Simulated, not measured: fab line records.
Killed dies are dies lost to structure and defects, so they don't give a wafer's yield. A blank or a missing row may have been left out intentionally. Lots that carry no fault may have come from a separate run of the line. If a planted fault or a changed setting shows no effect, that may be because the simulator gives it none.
Which tool did it? -- flow gf180mcu -- Sampling: 13 lots, 39 wafers, 4 of 602 route steps

== WHAT THE GAUGES READ, wafer by wafer ==
GF_VT_IMPLANT_OVL_MEAS_07.
lot,measured,on,VT_IMPLANT_OVL (nm)
L784,day 5 20:28,overlay-02,-2.4 -1.4 -2.7
L786,day 6 05:52,overlay-01,-1.4 -1.4 1.1
L788,day 6 15:04,overlay-01,-1.4 -2.9 -0.7
L787,day 6 17:29,overlay-02,2.0 0.8 -0.3
L789,day 6 22:56,overlay-01,-0.6 -0.8 0.5
L795,day 8 11:04,overlay-02,-3.1 -1.3 -1.1
L797,day 8 22:37,overlay-02,-1.5 -1.6 -1.6
L799,day 9 13:25,overlay-02,-1.9 -1.3 -1.6
L800,day 9 19:13,overlay-01,-0.1 0.2 0.6
L802,day 10 07:01,overlay-02,-0.4 -0.3 -1.5
L803,day 10 14:52,overlay-01,1.4 1.2 0.0
L806,day 11 06:31,overlay-01,-0.9 -1.4 -0.8
L807,day 11 12:46,overlay-01,-2.2 -0.4 -2.5

GF_V1_THK_MEAS_01.
lot,measured,on,V1_CVD_00_THK (nm)
L784,day 17 09:29,filmMetro-02,600 603 607
L786,day 17 23:59,filmMetro-03,604 594 604
L788,day 18 14:50,filmMetro-02,588 597 602
L787,day 18 17:43,filmMetro-01,600 593 589
L789,day 19 02:05,filmMetro-03,609 599 598
L795,day 21 07:41,filmMetro-03,601 586 592
L797,day 21 22:22,filmMetro-01,605 601 604
L799,day 22 20:20,filmMetro-01,595 604 599
L800,day 23 01:26,filmMetro-03,602 596 592
L802,day 23 18:12,filmMetro-01,598 594 603
L803,day 24 02:35,filmMetro-02,595 605 610
L806,day 24 20:44,filmMetro-02,601 601 596
L807,day 25 06:04,filmMetro-02,600 600 598

== WHICH TOOL RAN EACH LOT (tool, then ch and the chambers of the sampled wafers, then the start) ==
lot,GF_MVPSD_EXPOSE_04,GF_CONTACT_CMP_27
L784,"ilineStepper-02 ch 0, day 4 23:23","cmp-02 ch 1,3, day 16 09:15"
L786,"ilineStepper-02 ch 0, day 5 07:31","cmp-01 ch 0,1,2, day 16 23:49"
L788,"ilineStepper-01 ch 0, day 5 16:37","cmp-02 ch 0,1,2, day 17 14:19"
L787,"ilineStepper-02 ch 0, day 5 18:31","cmp-01 ch 1,2,3, day 17 17:01"
L789,"ilineStepper-02 ch 0, day 6 01:20","cmp-02 ch 0,2,3, day 18 00:59"
L795,"ilineStepper-02 ch 0, day 7 10:49","cmp-01 ch 0,1,2, day 20 06:01"
L797,"ilineStepper-01 ch 0, day 7 21:59","cmp-02 ch 0,1,3, day 20 20:43"
L799,"ilineStepper-02 ch 0, day 8 11:50","cmp-02 ch 0,2,3, day 21 19:43"
L800,"ilineStepper-02 ch 0, day 8 18:28","cmp-02 ch 1,2,3, day 22 00:52"
L802,"ilineStepper-01 ch 0, day 9 04:10","cmp-02 ch 0,1,2, day 22 18:34"
L803,"ilineStepper-01 ch 0, day 9 12:07","cmp-01 ch 0,1,2, day 23 02:44"
L806,"ilineStepper-01 ch 0, day 10 03:08","cmp-02 ch 1,3, day 23 21:34"
L807,"ilineStepper-01 ch 0, day 10 09:16","cmp-02 ch 1,2, day 24 07:01"
- GF_MVPSD_EXPOSE_04: exposes mask MVPSD, target cd 1000 nm.
- GF_CONTACT_CMP_27: polishes, stops on SiO2, t overpolish 15 s, target thk 0 nm.

== AS READ BY THE TOOLS THEMSELVES (means over the sampled wafers that have a number; for cases with no such wafer, the mark the record gives instead) ==
GF_CONTACT_CMP_27.
lot,tool,motorCurrentA (A),overpolishRunS (s),timeToEndpointS (s)
L784,cmp-02,11.8,14.995,72
L786,cmp-01,11.5,15.000,75
L788,cmp-02,10.6,15.000,76
L787,cmp-01,12.5,15.001,72
L789,cmp-02,10.5,14.997,75
L795,cmp-01,12.2,14.999,72
L797,cmp-02,10.4,15.002,73
L799,cmp-02,10.7,15.001,75
L800,cmp-02,11.6,15.002,74
L802,cmp-02,10.2,15.007,68
L803,cmp-01,12.2,14.991,77
L806,cmp-02,11.4,15.002,72
L807,cmp-02,11.8,14.997,71

== THE ANSWER, worked out from the rows above alone ==
Rule: the usual values come from the lots themselves. The widest of any qualifying gaps counts: lots, ordered by their means at a reading, are off when they make up no more than a third of the lots, leave a main group of 4 or more, and stand apart from it by 3 or more times the standard deviation of that group's means. Not used: any main group whose means are identical at the precision the tables above print for the reading. A lot without any number at a reading at which 4 lots or more have one is off too. Any other lot the step has rows for is counted as sound. The gauges are gone through in route order, then the tools' own readings, and for those a lot's mean is taken as printed above. At the first step where some lot is off, the reading lying furthest off is the one used; lots without a number count as furthest.
Nothing can be told from this: no lot is off at any reading shown.

== WHAT THE SIMULATOR HAD PUT IN ==
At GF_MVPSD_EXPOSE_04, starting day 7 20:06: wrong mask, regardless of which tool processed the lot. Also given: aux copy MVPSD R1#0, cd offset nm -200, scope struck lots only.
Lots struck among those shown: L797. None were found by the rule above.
